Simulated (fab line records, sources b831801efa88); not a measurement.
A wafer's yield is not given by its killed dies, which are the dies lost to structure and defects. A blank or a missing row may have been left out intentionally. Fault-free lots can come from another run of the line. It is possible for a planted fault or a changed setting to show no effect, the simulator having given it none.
fab line records	flow sky130
[record] lots = 5	wafers = 15	last_day = 50
route steps=708 shown CAP2M@614 METAL4@621 PAD_OPEN@708
lots that met no fault: from a run of the same line without faults
start_h: hours from the record's opening day to when the first of the lot's shown wafers began	wait_h: time in hours since the lot's previous step	" identical to the entry in the row above	L1.1+2: one row covering several wafers at once	- no value, or no start given	* or withheld: withheld	< > ~ a bound
route shown NAME@n: NAME is a module with steps in the file, n the number in the route of the first one	usual: mean/standard deviation of fault-free wafers	same: alike in all rows	chamber/n: place in a boat	sites: each site's reading	_std_site: standard deviation of those values	_edge_site: inner sites' mean taken away from outer sites' mean	radius_mm: for every site, how far away it sits from the centre of the wafer	mask NAME#n: copy n	behind: the tool/chamber that last shaped the wafer	hold: why the lot was held/for how many hours/how that ended	device: which transistor (n, p or np) failed to switch	end of line: tests run on the same wafers once the route is complete	a step given without rows: its recipe and nothing more	killed: the dies lost at the first sort to structure and to defects; this is not the yield of the wafer	map: shows each die of a wafer: x if killed, . if not, _ if none is there
set.NAME: the setting that was run; set.NAME@STEP: the one run at that earlier step	model.NAME: the simulator's own value behind a step, which no gauge read
lots seen at some steps along the route; tables by step, rows by wafer
services: when a tool's chamber went out of use (start_h, in hours from the record's first day, below 0 if earlier), for how many hours, and the reason
[[steps]]
[step SKY_CAP2M_DEVELOP_11]
[recipe] resist = NOVOLAK	developer = TMAH	develop_time_s = 60	dev_temp_c = 23
[step SKY_CAP2M_OVL_MEAS_12]
[usual] CAP2M_OVL = 0.0/1.5
lot.wafer	tool	chamber	start_h	wait_h	CAP2M_OVL[nm]
L502.1	overlay-02	-	970.93	0.1	1.0
L502.3	"	-	"	"	1.8
L502.5	"	-	"	"	0.9
L505.2	overlay-01	-	993.84	0.1	0.9
L505.3	"	-	"	"	0.2
L505.4	"	-	"	"	-1.0
L514.1	overlay-02	-	1048.67	0.1	0.6
L514.3	"	-	"	"	0.6
L514.6	"	-	"	"	0.7
L521.1	overlay-01	-	1085.81	0.1	-3.1
L521.4	"	-	"	"	-2.4
L521.6	"	-	"	"	-3.1
L524.2	overlay-01	-	1117.06	0.1	-0.9
L524.3	"	-	"	"	0.5
L524.5	"	-	"	"	0.7
[step SKY_CAP2M_METAL_ETCH_13]
[recipe] target_depth_nm = 220	stop_on = SiO2	chemistry = Cl2/BCl3	target = TiN	pressure_mtorr = 10	icp_w = 900	bias_w = 48.5	Cl2_flow_sccm = 60	bcl3_flow_sccm = 30	time_s = 62.9
[usual] drypump_motor_current_A = 5.65/0.21	oes_product_au = 0.944/0.0067	throttle_valve_pct = 21.900/0.0089
lot.wafer	tool	chamber	start_h	wait_h	drypump_motor_current_A	oes_product_au	rf_hours_counter_h	throttle_valve_pct
L502.1	rie_metal-03	0	970.97	0.0	5.92	0.940	16	21.915
L502.3	"	1	"	"	5.65	0.951	-	21.893
L502.5	"	0	"	"	5.96	0.953	-	21.911
L505.2	rie_metal-03	0	993.87	0.0	5.95	0.944	17	21.899
L505.3	"	0	"	"	5.93	0.956	-	21.891
L505.4	"	1	"	"	5.68	0.943	-	21.905
L514.1	rie_metal-01	0	1048.70	0.0	5.39	0.947	20	21.897
L514.3	"	0	"	"	5.38	0.944	-	21.890
L514.6	"	1	"	"	5.86	0.947	-	21.901
L521.1	rie_metal-02	1	1085.84	0.0	5.44	0.942	23	21.907
L521.4	"	1	"	"	5.47	0.946	-	21.896
L521.6	"	0	"	"	5.47	0.945	-	21.911
L524.2	rie_metal-03	0	1117.09	0.0	5.94	0.954	27	21.899
L524.3	"	0	"	"	5.96	0.955	-	21.909
L524.5	"	0	"	"	5.94	0.954	-	21.891
[step SKY_CAP2M_STRIP_14]
[recipe] chemistry = O2/N2	power_w = 1400	pressure_mtorr = 1500	platen_temp_c = withheld	o2_flow_sccm = 3000	n2_flow_sccm = 300	overash_fraction = 0.5
[usual] drypump_motor_current_A = 5.4/0.48	oes_product_au = 0.711/0.0044	strip_time_to_endpoint_s = 12.67/0.034
lot.wafer	tool	chamber	start_h	wait_h	drypump_motor_current_A	oes_product_au	rf_hours_counter_h	strip_time_to_endpoint_s
L502.1	plasma_asher-01	0	971.05	0.1	5.7	0.714	87	12.61
L502.3	"	1	"	"	5.6	0.711	-	12.68
L502.5	"	0	"	"	5.7	0.708	-	12.64
L505.2	plasma_asher-03	0	993.97	0.1	4.9	0.713	52	12.69
L505.3	"	0	"	"	4.9	0.707	-	12.66
L505.4	"	1	"	"	5.7	0.712	-	12.68
L514.1	plasma_asher-03	0	1048.78	0.1	4.9	0.711	58	12.65
L514.3	"	0	"	"	4.9	0.708	-	12.71
L514.6	"	1	"	"	5.7	0.706	-	12.71
L521.1	plasma_asher-03	0	1085.92	0.1	4.9	0.719	62	12.63
L521.4	"	1	"	"	5.7	0.706	-	12.64
L521.6	"	0	"	"	4.9	0.713	-	12.65
L524.2	plasma_asher-01	1	1117.17	0.1	5.6	0.710	98	12.66
L524.3	"	0	"	"	5.7	0.716	-	12.67
L524.5	"	0	"	"	5.7	0.711	-	12.67
[step SKY_CAP2M_STRIP_15]
[recipe] chemistry = post_etch_residue_remover	time_s = 1200	temp_c = 72.5
[step SKY_CAP2M_CLEAN_16]
[recipe] chemistry = IPA	time_s = 180	temp_c = 25
[step SKY_CAP2M_CLEAN_17]
[recipe] chemistry = O3/DIW	dry = n2_spin
[step SKY_METAL4_DEHYDRATE_05]
[recipe] temp_c = 200	time_s = 60
[step SKY_METAL4_HMDS_06]
[recipe] prime_time_s = 60	prime_temp_c = 120
[step SKY_METAL4_COAT_07]
[recipe] resist = BARC	temp_c = withheld	time_s = withheld	spin_rpm = 3000	resist_thk_nm = 60
[step SKY_METAL4_COAT_08]
[recipe] resist = KrF-thick	spin_rpm = 3000	resist_thk_nm = 1140
[step SKY_METAL4_SOFTBAKE_09]
[recipe] temp_c = 100	time_s = 90	resist = KrF-thick
[step SKY_METAL4_EXPOSE_10]
[recipe] mask_id = MM4	na = 0.68	source_shape = annular	sigma_inner = 0.4	sigma_outer = 0.8	target_cd_nm = 300	dose_mj = 28
[usual] exposure_dose_mJ_cm2 = 27.999/0.029
[same] sigma_outer = 0.8
lot.wafer	tool	chamber	start_h	wait_h	mask	exposure_dose_mJ_cm2
L502.1	krf_scanner-01	0	983.13	-	MM4#0	28.001
L502.3	"	0	"	"	MM4#0	27.998
L502.5	"	0	"	"	MM4#0	28.051
L505.2	krf_scanner-02	0	1006.20	-	MM4#0	28.010
L505.3	"	0	"	"	MM4#0	28.001
L505.4	"	0	"	"	MM4#0	27.975
L514.1	krf_scanner-01	0	1060.34	-	MM4#0	27.552
L514.3	"	0	"	"	MM4#0	27.585
L514.6	"	0	"	"	MM4#0	27.570
L521.1	krf_scanner-02	0	1096.46	-	MM4#0	27.989
L521.4	"	0	"	"	MM4#0	27.963
L521.6	"	0	"	"	MM4#0	28.056
L524.2	krf_scanner-01	0	1128.33	-	MM4#0	27.985
L524.3	"	0	"	"	MM4#0	28.024
L524.5	"	0	"	"	MM4#0	28.013
[step SKY_METAL4_PEB_11]
[recipe] peb_temp_c = withheld	peb_time_s = withheld	resist = KrF-thick
[step SKY_METAL4_DEVELOP_12]
[recipe] develop_time_s = 60	resist = KrF-thick	dev_temp_c = 21
[step SKY_METAL4_CD_MEAS_13]
[recipe] target_cd_nm = 300
[usual] cd_nm = 300.2/1.5
lot.wafer	tool	chamber	start_h	wait_h	cd_nm
L502.1	cd_sem-02	-	995.46	-	298.5
L502.3	"	-	"	"	298.8
L502.5	"	-	"	"	299.5
L505.2	cd_sem-01	-	1017.53	-	301.9
L505.3	"	-	"	"	302.6
L505.4	"	-	"	"	302.4
L514.1	cd_sem-02	-	1070.51	-	293.9
L514.3	"	-	"	"	286.5
L514.6	"	-	"	"	291.3
L521.1	cd_sem-01	-	1107.08	-	300.6
L521.4	"	-	"	"	300.2
L521.6	"	-	"	"	301.2
L524.2	cd_sem-02	-	1137.50	-	298.8
L524.3	"	-	"	"	300.0
L524.5	"	-	"	"	299.2
[step SKY_METAL4_OVL_MEAS_14]
[usual] METAL4_OVL = 6/6.6
lot.wafer	tool	chamber	start_h	wait_h	METAL4_OVL[nm]
L502.1	overlay-01	-	995.58	0.1	-9
L502.3	"	-	"	"	-1
L502.5	"	-	"	"	1
L505.2	overlay-02	-	1017.63	0.1	7
L505.3	"	-	"	"	4
L505.4	"	-	"	"	7
L514.1	overlay-01	-	1070.63	0.1	2
L514.3	"	-	"	"	0
L514.6	"	-	"	"	2
L521.1	overlay-01	-	1107.20	0.1	9
L521.4	"	-	"	"	4
L521.6	"	-	"	"	9
L524.2	overlay-02	-	1137.61	0.1	1
L524.3	"	-	"	"	1
L524.5	"	-	"	"	7
[step SKY_METAL4_DESCUM_15]
[recipe] chemistry = O2	source_power_w = 150	bias_power_w = 0	pressure_mtorr = 10	temp_c = 40	time_s = 8
[usual] drypump_motor_current_A = 5.65/0.22	oes_product_au = 1.003/0.007
lot.wafer	tool	chamber	start_h	wait_h	drypump_motor_current_A	oes_product_au	rf_hours_counter_h	model.METAL4.cd_nm
L502.1	rie_metal-03	0	995.62	0.0	5.94	0.994	18	299
L502.3	"	1	"	"	5.65	1.006	-	299.2
L502.5	"	0	"	"	5.96	0.998	-	299.6
L505.2	rie_metal-02	0	1017.66	0.0	5.47	1.008	8	302.2
L505.3	"	0	"	"	5.47	1.001	-	302.7
L505.4	"	1	"	"	5.47	1.013	-	302.8
L514.1	rie_metal-02	0	1070.67	0.0	5.45	1.015	12	293.7
L514.3	"	1	"	"	5.45	1.003	-	286.9
L514.6	"	1	"	"	5.48	1.001	-	291.3
L521.1	rie_metal-02	1	1107.24	0.0	5.48	1.003	25	301
L521.4	"	0	"	"	5.44	1.004	-	300.4
L521.6	"	1	"	"	5.45	1.002	-	301.3
L524.2	rie_metal-03	0	1137.64	0.0	5.92	0.996	29	299.3
L524.3	"	0	"	"	5.93	1.001	-	300.3
L524.5	"	0	"	"	5.91	1.014	-	299.6
[step SKY_METAL4_ETCH_16]
[recipe] chemistry = N2/H2	target = BARC	ion_energy_ev = 200	bias_w = 100	pressure_mtorr = 30	n2_flow_sccm = 100	h2_flow_sccm = 200	icp_w = 500	stop_on = SiO2	time_s = 88.2	target_depth_a = 600
[usual] drypump_motor_current_A = 5.65/0.21	oes_product_au = 0.625/0.0041	throttle_valve_pct = 13.204/0.0091
lot.wafer	tool	chamber	start_h	wait_h	drypump_motor_current_A	oes_product_au	rf_hours_counter_h	throttle_valve_pct
L502.1	rie_metal-03	0	995.66	0.0	5.92	0.629	18	13.196
L502.3	"	1	"	"	5.67	0.631	-	13.215
L502.5	"	0	"	"	5.97	0.626	-	13.191
L505.2	rie_metal-02	0	1017.69	0.0	5.47	0.631	8	13.203
L505.3	"	0	"	"	5.46	0.620	-	13.206
L505.4	"	1	"	"	5.49	0.626	-	13.196
L514.1	rie_metal-02	0	1070.70	0.0	5.45	0.623	12	13.195
L514.3	"	1	"	"	5.46	0.627	-	13.194
L514.6	"	1	"	"	5.48	0.623	-	13.204
L521.1	rie_metal-02	1	1107.27	0.0	5.51	0.623	25	13.216
L521.4	"	0	"	"	5.45	0.631	-	13.205
L521.6	"	1	"	"	5.47	0.622	-	13.193
L524.2	rie_metal-03	0	1137.67	0.0	5.94	0.625	29	13.201
L524.3	"	0	"	"	5.94	0.625	-	13.217
L524.5	"	0	"	"	5.95	0.621	-	13.199
[step SKY_METAL4_ETCH_17]
[recipe] target = SiO2	stop_on = TiN	chemistry = C4F8/O2/Ar	source_w = 1500	bias_w = 1200	pressure_mtorr = 40	c4f8_flow_sccm = withheld	O2_flow_sccm = 6	Ar_flow_sccm = 300	time_s = 3.9	target_depth_a = 150
[usual] oes_product_au = 0.756/0.0064
lot.wafer	tool	chamber	start_h	wait_h	oes_product_au	rf_hours_counter_h
L502.1	rie_diel-04	3	995.79	0.1	0.747	12
L502.3	"	2	"	"	0.749	13
L502.5	"	2	"	"	0.756	-
L505.2	rie_diel-04	3	1017.79	0.1	0.756	13
L505.3	"	2	"	"	0.758	14
L505.4	"	1	"	"	0.767	11
L514.1	rie_diel-02	1	1070.80	0.1	0.748	24
L514.3	"	3	"	"	0.754	21
L514.6	"	3	"	"	0.765	-
L521.1	rie_diel-04	2	1107.37	0.1	0.753	16
L521.4	"	0	"	"	0.751	21
L521.6	"	3	"	"	0.768	-
L524.2	rie_diel-04	3	1137.77	0.1	0.743	16
L524.3	"	1	"	"	0.743	14
L524.5	"	3	"	"	0.755	-
[step SKY_METAL4_METAL_ETCH_18]
[recipe] target_depth_a = 8450	stop_on = SiO2	over_etch_frac = 0.3	time_s = 183.1	chemistry = Cl2/BCl3	resist_sidewall_deg = 88	pressure_mtorr = 10	icp_w = 900	bias_w = 48.5	Cl2_flow_sccm = 60	bcl3_flow_sccm = 30
[usual] drypump_motor_current_A = 5.65/0.22	oes_product_au = 0.866/0.006	throttle_valve_pct = 22.263/0.009
lot.wafer	tool	chamber	start_h	wait_h	drypump_motor_current_A	oes_product_au	rf_hours_counter_h	throttle_valve_pct	model.METAL4.cd_nm
L502.1	rie_metal-04	1	995.81	0.0	5.96	0.874	12	22.252	294.4
L502.3	"	0	"	"	5.40	0.860	-	22.260	291.1
L502.5	"	1	"	"	5.95	0.868	-	22.261	293.3
L505.2	rie_metal-03	0	1017.81	0.0	5.91	0.861	19	22.260	305.7
L505.3	"	0	"	"	5.91	0.855	-	22.264	305.7
L505.4	"	1	"	"	5.66	0.864	-	22.273	308.4
L514.1	rie_metal-04	1	1070.82	0.0	5.87	0.855	17	22.276	293.4
L514.3	"	1	"	"	5.89	0.854	-	22.265	287.5
L514.6	"	0	"	"	5.44	0.859	-	22.270	290.3
L521.1	rie_metal-03	1	1107.39	0.0	5.65	0.874	22	22.271	303.1
L521.4	"	0	"	"	5.94	0.872	-	22.265	299.5
L521.6	"	0	"	"	5.95	0.866	-	22.270	299
L524.2	rie_metal-02	0	1137.79	0.0	5.45	0.868	17	22.262	302.6
L524.3	"	0	"	"	5.47	0.863	-	22.261	304.5
L524.5	"	1	"	"	5.46	0.863	-	22.264	298.7
[step SKY_METAL4_STRIP_19]
[recipe] chemistry = O2/N2	power_w = 1400	pressure_mtorr = 1500	platen_temp_c = withheld	o2_flow_sccm = 3000	n2_flow_sccm = 300	overash_fraction = 0.5
[usual] drypump_motor_current_A = 5.4/0.48	oes_product_au = 0.502/0.0058	strip_time_to_endpoint_s = 6.52/0.059
lot.wafer	tool	chamber	start_h	wait_h	drypump_motor_current_A	oes_product_au	rf_hours_counter_h	strip_time_to_endpoint_s
L502.1	plasma_asher-02	1	995.99	0.1	5.0	0.495	27	6.54
L502.3	"	1	"	"	5.0	0.511	-	6.52
L502.5	"	0	"	"	5.9	0.496	-	6.52
L505.2	plasma_asher-04	0	1018.05	0.2	6.2	0.496	119	6.45
L505.3	"	1	"	"	4.8	0.507	-	6.51
L505.4	"	0	"	"	6.2	0.500	-	6.53
L514.1	plasma_asher-02	0	1071.00	0.1	5.9	0.508	35	6.62
L514.3	"	0	"	"	5.9	0.517	-	6.61
L514.6	"	1	"	"	5.0	0.496	-	6.56
L521.1	plasma_asher-02	1	1107.57	0.1	5.0	0.509	39	6.53
L521.4	"	0	"	"	5.9	0.501	-	6.49
L521.6	"	1	"	"	5.0	0.502	-	6.58
L524.2	plasma_asher-02	1	1137.97	0.1	5.0	0.497	42	6.46
L524.3	"	0	"	"	5.9	0.498	-	6.43
L524.5	"	1	"	"	5.0	0.501	-	6.41
[step SKY_PAD_OPEN_PROBE_99]
[usual] defect_limited_yield = 82.8/2	killed_at_M0_to_M3 = 43/7.2	killed_at_M4_up = 3.0/2	killed_at_contacts = 24/5.5	killed_at_front_end = 15/4.2	killed_at_other = 0.3/0.51	killed_dies = 85/10	killed_open = 46/7.3	killed_short = 38/6.4	sort_bin_3_pad_short = 0.9/0.42	sort_bin_5_function = 10.3/1.5	sort_bin_6_memory = 6.0/1.2	sort_n_pass = 407/10	sort_yield_pct = 82.8/2
[same] gross_dies = 492	killed_at_back_side = 0	sort_bin_4_leakage[%] = 0	sort_bin_8_speed[%] = 0
lot.wafer	tool	chamber	start_h	wait_h	defect_limited_yield[%]	killed_at_M0_to_M3	killed_at_M4_up	killed_at_contacts	killed_at_front_end	killed_at_other	killed_dies	killed_open	killed_short	sort_bin_3_pad_short[%]	sort_bin_5_function[%]	sort_bin_6_memory[%]	sort_n_pass	sort_yield_pct[%]	model.etest.met4.width_nm	model.etest.met4.line_ohm_um
L502.1	prober-01	-	1090.68	0.1	82.7	48	2	27	8	0	85	47	38	1.4	11.6	4.3	407	82.7	295	0.1444
L502.3	prober-01	-	1090.78	0.2	83.1	44	1	26	12	0	83	59	24	0	11.2	5.7	409	83.1	290.6	0.1491
L502.5	prober-01	-	1090.88	0.2	85.8	41	2	22	4	1	70	44	26	0.2	10.0	4.1	422	85.8	292.6	0.1467
L505.2	prober-02	-	1111.30	0.1	82.5	40	1	22	23	0	86	48	38	0.8	10.0	6.7	406	82.5	304.6	0.1406
L505.3	prober-02	-	1111.35	0.2	81.1	40	7	27	19	0	93	55	38	0.8	13.6	4.5	399	81.1	303.7	0.1429
L505.4	prober-02	-	1111.40	0.2	82.3	42	6	21	18	0	87	36	51	2.2	9.6	5.9	405	82.3	312.8	0.1384
L514.1	prober-02	-	1156.55	0.1	80.3	42	3	36	15	1	97	49	48	0.8	12.4	6.5	395	80.3	295.9	0.1471
L514.3	prober-02	-	1156.65	0.2	83.7	36	3	27	14	0	80	48	32	0.6	9.8	5.9	412	83.7	288.5	0.1484
L514.6	prober-02	-	1156.80	0.2	81.5	50	0	23	18	0	91	49	42	1.2	11.8	5.5	401	81.5	294	0.1444
L521.1	prober-01	-	1187.18	0.1	82.7	38	3	27	17	0	85	44	41	0.8	10.8	5.7	407	82.7	300.8	0.1402
L521.4	prober-01	-	1187.33	0.2	86.0	34	3	19	12	1	69	40	29	0.4	8.5	5.1	423	86.0	299.8	0.1398
L521.6	prober-01	-	1187.43	0.2	83.7	43	2	20	15	0	80	44	36	1.0	8.3	6.9	412	83.7	298	0.1416
L524.2	prober-01	-	1211.03	0.1	82.7	42	3	25	14	1	85	46	39	1.0	10.0	6.3	407	82.7	303.4	0.1389
L524.3	prober-01	-	1211.08	0.2	81.1	51	14	14	14	0	93	47	46	1.2	11.6	6.1	399	81.1	304	0.1416
L524.5	prober-01	-	1211.18	0.2	80.9	54	3	16	21	0	94	48	46	1.4	8.9	8.7	398	80.9	299	0.1428
// killed by level:class
L502.1 VIA1:geometric_particle:open=11 CONTACT:geometric_particle:open=10 LI_CONTACT:geometric_particle:open=7 VIA2:geometric_particle:open=6 METAL2:geometric_particle:short=6 VIA1:geometric_particle:short=5 VIA3:geometric_particle:short=5 VIA3:geometric_particle:open=5
L502.3 CONTACT:geometric_particle:open=13 VIA1:geometric_particle:open=10 VIA3:geometric_particle:open=9 LI_CONTACT:geometric_particle:open=8 VIA2:geometric_particle:open=5 VIA2:geometric_particle:short=5 FIELD_ISO:geometric_particle:open=4 POLY_GATE:geometric_particle:open=3
L502.5 CONTACT:geometric_particle:open=11 VIA1:geometric_particle:open=10 VIA1:geometric_particle:short=9 LI_CONTACT:geometric_particle:open=7 VIA2:geometric_particle:open=6 VIA3:geometric_particle:open=6 METAL2:geometric_particle:short=5 FIELD_ISO:geometric_particle:short=2
L505.2 VIA2:geometric_particle:open=10 FIELD_ISO:geometric_particle:short=9 METAL2:geometric_particle:short=9 CONTACT:geometric_particle:open=8 LI_CONTACT:geometric_particle:open=6 VIA1:geometric_particle:open=6 FIELD_ISO:geometric_particle:open=5 CONTACT:geometric_particle:short=4
L505.3 CONTACT:geometric_particle:open=12 LI_CONTACT:geometric_particle:open=8 VIA1:geometric_particle:open=7 VIA2:geometric_particle:open=6 VIA3:geometric_particle:open=6 FIELD_ISO:geometric_particle:short=5 FIELD_ISO:geometric_particle:open=5 METAL4:geometric_particle:short=5
L505.4 METAL2:geometric_particle:short=10 FIELD_ISO:geometric_particle:short=9 CONTACT:geometric_particle:open=8 VIA1:geometric_particle:open=8 CONTACT:geometric_particle:short=7 VIA2:geometric_particle:open=7 POLY_GATE:geometric_particle:short=4 METAL1:geometric_particle:short=4
L514.1 CONTACT:geometric_particle:open=12 LI_CONTACT:geometric_particle:open=9 CONTACT:geometric_particle:short=9 VIA3:geometric_particle:open=8 METAL1:geometric_particle:short=7 VIA1:geometric_particle:open=7 LOCAL_INTERCONNECT:geometric_particle:short=6 METAL2:geometric_particle:short=6
L514.3 VIA1:geometric_particle:open=14 CONTACT:geometric_particle:open=11 LI_CONTACT:geometric_particle:open=6 FIELD_ISO:geometric_particle:open=5 METAL2:geometric_particle:short=5 POLY_GATE:geometric_particle:short=5 CONTACT:geometric_particle:short=4 LI_CONTACT:geometric_particle:short=3
L514.6 CONTACT:geometric_particle:open=10 VIA1:geometric_particle:open=9 FIELD_ISO:geometric_particle:open=8 VIA2:geometric_particle:open=8 VIA1:geometric_particle:short=7 METAL3:geometric_particle:short=5 METAL1:geometric_particle:short=5 LI_CONTACT:geometric_particle:open=4
L521.1 CONTACT:geometric_particle:open=11 VIA1:geometric_particle:open=9 VIA3:geometric_particle:open=7 POLY_GATE:geometric_particle:open=6 POLY_GATE:geometric_particle:short=5 CONTACT:geometric_particle:short=5 VIA3:geometric_particle:short=5 METAL2:geometric_particle:short=5
L521.4 VIA1:geometric_particle:open=7 VIA3:geometric_particle:open=7 METAL2:geometric_particle:short=6 LI_CONTACT:geometric_particle:open=5 LOCAL_INTERCONNECT:geometric_particle:short=5 CONTACT:geometric_particle:open=5 VIA2:geometric_particle:open=4 FIELD_ISO:geometric_particle:open=3
L521.6 VIA3:geometric_particle:open=8 CONTACT:geometric_particle:open=6 CONTACT:geometric_particle:short=6 METAL1:geometric_particle:short=6 METAL2:geometric_particle:short=6 VIA2:geometric_particle:open=6 POLY_GATE:geometric_particle:open=5 LI_CONTACT:geometric_particle:open=5
L524.2 CONTACT:geometric_particle:open=14 VIA1:geometric_particle:open=12 POLY_GATE:geometric_particle:short=8 VIA2:geometric_particle:open=5 VIA1:geometric_particle:short=5 VIA3:geometric_particle:open=5 METAL2:geometric_particle:short=4 LOCAL_INTERCONNECT:geometric_particle:short=4
L524.3 VIA1:geometric_particle:open=12 METAL4:geometric_particle:short=10 VIA3:geometric_particle:open=7 CONTACT:geometric_particle:open=7 VIA2:geometric_particle:open=6 VIA1:geometric_particle:short=5 POLY_GATE:geometric_particle:short=5 VIA2:geometric_particle:short=5
L524.5 VIA1:geometric_particle:open=12 METAL1:geometric_particle:short=9 CONTACT:geometric_particle:open=8 VIA2:geometric_particle:open=8 FIELD_ISO:geometric_particle:open=6 POLY_GATE:geometric_particle:short=5 VIA1:geometric_particle:short=5 FIELD_ISO:geometric_particle:short=4
[[services]]
tool	chamber	start_h	hours	kind
krf_scanner-01	-	951.74	7.2	pm
krf_scanner-02	-	958.94	7.2	pm
plasma_asher-03	-	963.27	1.4	repair
krf_scanner-02	-	969.16	4.4	pm
krf_scanner-02	-	984.50	1.3	pm
rie_diel-02	2	988.96	4.2	repair
rie_diel-04	0	992.85	20.4	repair
rie_metal-02	-	993.73	14.6	pm
rie_diel-02	0	1002.51	5.0	repair
krf_scanner-01	-	1010.97	1.0	pm
plasma_asher-01	-	1014.60	1.4	repair
plasma_asher-04	-	1021.11	1.4	repair
rie_metal-01	1	1033.72	3.0	repair
krf_scanner-01	-	1036.63	0.8	pm
krf_scanner-02	-	1052.73	0.8	pm
plasma_asher-03	-	1066.71	4.0	repair
rie_diel-04	-	1071.11	28.1	pm
krf_scanner-01	-	1071.33	0.8	repair
rie_metal-03	1	1075.80	3.2	repair
plasma_asher-01	-	1076.75	28.1	pm
krf_scanner-02	-	1081.70	1.0	pm
krf_scanner-01	-	1096.22	1.3	repair
krf_scanner-01	-	1112.30	1.3	pm
rie_diel-04	-	1120.65	2.8	pm
[[key]]
[first_sign] step = SKY_METAL4_EXPOSE_10	reading = exposure_dose_mJ_cm2	direction = down	sigmas = 15	usual = *	struck = *
[effect] step = SKY_METAL4_CD_MEAS_13	reading = cd_nm	direction = down	sigmas = 6.5	usual = 300.2	struck = 290.6	through = control_loop
[model_effect] step = SKY_METAL4_DESCUM_15	value = METAL4.cd_nm	without = 301	struck = 290.6
[model_effect] step = SKY_METAL4_METAL_ETCH_18	value = METAL4.cd_nm	without = 300.7	struck = 290.4
[model_effect] step = SKY_PAD_OPEN_PROBE_99	value = etest.met4.width_nm	without = 303.2	struck = 292.8
met_at SKY_METAL4_EXPOSE_10
struck_wafers L514.1,L514.3,L514.6
[loop_trim] step = SKY_METAL4_EXPOSE_10	setting = dose	lots = L514
onset_between 983.13 1060.34
[fault] kind = process_parameter_drift	tool = krf_scanner-01	chamber = -	onset_h = 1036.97	steps = SKY_METAL4_EXPOSE_10	channel = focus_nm	offset = 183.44	spread_by_wafer = 0.3	shape = step	end_h = 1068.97
// loop_trim: a control loop set the setting to another value than it would have without faults
